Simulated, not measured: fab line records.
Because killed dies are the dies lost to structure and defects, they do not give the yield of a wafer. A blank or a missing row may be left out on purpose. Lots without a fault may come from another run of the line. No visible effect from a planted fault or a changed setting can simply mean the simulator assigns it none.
Lot-split experiment | flow sfqLine | on a route of 325 steps: 5 lots, 23 wafers read

== THE SPLIT ITSELF ==
At SFQ_TRILAYER_I2_DEP_PECVD_063 (deposits SiO2 from SiH4/N2O, time 111.11 s, target thk 500 nm), the setting timeS was moved away from the recipe's 111.11 s on 9 of the 23 wafers read, by +10.1% to +14.8%. The other wafers ran this setting at the recipe's value.

The reading is taken at the split's own step.

== THE READING ==
SiO2_of_TRILAYER_I2_DEP_PECVD_063.thkNm (the simulator's own value, which no gauge read), in nm, at SFQ_TRILAYER_I2_DEP_PECVD_063 (deposits SiO2 from SiH4/N2O, time 111.11 s, target thk 500 nm). No usual value for it is given in the file. Average 497.2 nm, standard deviation 6.8 nm, over the 14 wafers here run with the recipe.

wafer  | tool, chamber at the split | timeS as run, s | against the recipe | SiO2_of_TRILAYER_I2_DEP_PECVD_063.thkNm, nm | against lot-mates on the recipe
L074.2 | pecvd-03, 1                | 111.11          | recipe             | 499.5                                       | -
L074.3 | pecvd-03, 0                | 127.6           | +14.8%             | 573.9                                       | +69.2
L074.4 | pecvd-03, 2                | 127.6           | +14.8%             | 587.8                                       | +83.1
L074.5 | pecvd-03, 1                | 127.6           | +14.8%             | 585.7                                       | +81.1
L074.6 | pecvd-03, 0                | 111.11          | recipe             | 509.8                                       | -
L075.1 | pecvd-01, 0                | 122.3           | +10.1%             | 552.2                                       | +50.7
L075.3 | pecvd-01, 1                | 111.11          | recipe             | 498                                         | -
L075.4 | pecvd-01, 0                | 122.3           | +10.1%             | 564.7                                       | +63.2
L075.5 | pecvd-01, 2                | 111.11          | recipe             | 505                                         | -
L075.6 | pecvd-01, 1                | 122.3           | +10.1%             | 554.9                                       | +53.4
L078.1 | pecvd-03, 0                | 111.11          | recipe             | 486.6                                       | -
L078.2 | pecvd-03, 2                | 111.11          | recipe             | 495.2                                       | -
L078.6 | pecvd-03, 1                | 111.11          | recipe             | 501.5                                       | -
L080.1 | pecvd-03, 0                | 111.11          | recipe             | 490.1                                       | -
L080.2 | pecvd-03, 2                | 111.11          | recipe             | 498.3                                       | -
L080.4 | pecvd-03, 2                | 111.11          | recipe             | 500.3                                       | -
L080.5 | pecvd-03, 1                | 111.11          | recipe             | 503.7                                       | -
L080.6 | pecvd-03, 0                | 111.11          | recipe             | 495.8                                       | -
L084.1 | pecvd-04, 0                | 111.11          | recipe             | 492.7                                       | -
L084.3 | pecvd-04, 2                | 111.11          | recipe             | 484.3                                       | -
L084.4 | pecvd-04, 1                | 124.7           | +12.2%             | 564.8                                       | +76.3
L084.5 | pecvd-04, 0                | 124.7           | +12.2%             | 562.5                                       | +74.0
L084.6 | pecvd-04, 2                | 124.7           | +12.2%             | 563.5                                       | +75.0

FIT RESULTS
A straight line over all 23 wafers: SiO2_of_TRILAYER_I2_DEP_PECVD_063.thkNm changes by +5.69 nm for each +1% of timeS; r = +0.98; the points scatter about the line by 6.6 nm.
The same after taking each lot's own level away (the mean of its wafers on the recipe; 23 wafers): +5.57 nm for each +1%; r = +0.99; scatter 6 nm.
Per that fit: largest timeS move, reading shift of 83 nm.
The lots' own levels span 488.50 to 504.65 nm, that is 2.4 times the standard deviation above.
The two slopes are in agreement: the lot-to-lot level therefore moves the slope only a little.
Check: +85.5 nm against its lot-mates is what the line predicts for one of the wafers moved furthest among these (+14.8%) when that wafer is left out of the fit. Against them it came out at +69.2 nm.

== OTHER SPLITS APPLIED TO THESE WAFERS ==
These wafers also went through other splits before the reading. Each is held against what the fit with the lots' levels taken away leaves over:
other split on the same wafers          | wafers away from the commonest value | r with SiO2_of_TRILAYER_I2_DEP_PECVD_063.thkNm (lot level and that fit taken away)
SFQ_TRILAYER_M2_LITHO_EXPOSE_058 doseMj | 9                                    | -0.17

== THE WHOLE CHAIN: every reading that the file lists as answering this split, in the file's order ==
step                          | what it does                                                  | reading                                                                                  | change (the file's fit)              | r (the file's)
SFQ_TRILAYER_I2_DEP_PECVD_063 | deposits SiO2 from SiH4/N2O, time 111.11 s, target thk 500 nm | SiO2_of_TRILAYER_I2_DEP_PECVD_063.thkNm (the simulator's own value, which no gauge read) | +5.59 nm for each +1% of the setting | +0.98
SFQ_TRILAYER_I2_CMP_CMP_064   | polishes SiO2                                                 | timeToEndpointS                                                                          | withheld for each +1% of the setting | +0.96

== FILE'S OWN FIT ==
SiO2_of_TRILAYER_I2_DEP_PECVD_063.thkNm changes by +5.59 nm for each +1% of timeS, r = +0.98.
